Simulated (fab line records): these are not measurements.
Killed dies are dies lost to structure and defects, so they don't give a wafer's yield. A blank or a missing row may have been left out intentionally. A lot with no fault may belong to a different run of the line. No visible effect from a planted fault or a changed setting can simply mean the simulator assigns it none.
Which tool was responsible? | flow sky130 | 11 lots, 33 wafers sampled, at 1 step of a route of 708

WHAT THE GAUGES SHOWED, per wafer
SKY_CONTACT_THK_MEAS_03.
lot  | measured     | on           | CONTACT_HDPCVD_THK (nm)
L916 | day 31 23:56 | filmMetro-03 | 569 569 569
L917 | day 32 12:12 | filmMetro-03 | 562 566 567
L918 | day 33 00:14 | filmMetro-03 | 566 564 568
L919 | day 33 03:37 | filmMetro-04 | 571 569 565
L920 | day 33 12:22 | filmMetro-03 | 561 568 563
L921 | day 33 17:14 | filmMetro-04 | 563 565 568
L924 | day 34 14:47 | filmMetro-04 | 559 562 555
L929 | day 36 00:46 | filmMetro-01 | 563 558 563
L931 | day 36 12:29 | filmMetro-03 | 559 558 558
L932 | day 36 18:50 | filmMetro-03 | 566 562 566
L935 | day 38 05:21 | filmMetro-01 | 557 557 556

WHAT TOOL EACH LOT RAN ON (gives the tool, then ch and the chambers of the sampled wafers, and finally the start)
No process step before these readings appears in the record.

THE ANSWER, worked out from the rows above alone
Rule: usual is defined by the lots themselves. The widest of any qualifying gaps counts: lots, ordered by their means at a reading, are off when they make up no more than a third of the lots, leave a main group of 4 or more, and stand apart from it by 3 or more times the standard deviation of that group's means. The tables above print the reading to a certain number of digits; a main group whose means all agree to those digits is not used. Also off: a lot with no number at a reading for which 4 or more lots have one. Where the step has rows for the other lots, those lots are counted as sound.
No lot is off at any reading shown: from this, nothing can be told.

WHAT THE SIMULATOR PUT IN
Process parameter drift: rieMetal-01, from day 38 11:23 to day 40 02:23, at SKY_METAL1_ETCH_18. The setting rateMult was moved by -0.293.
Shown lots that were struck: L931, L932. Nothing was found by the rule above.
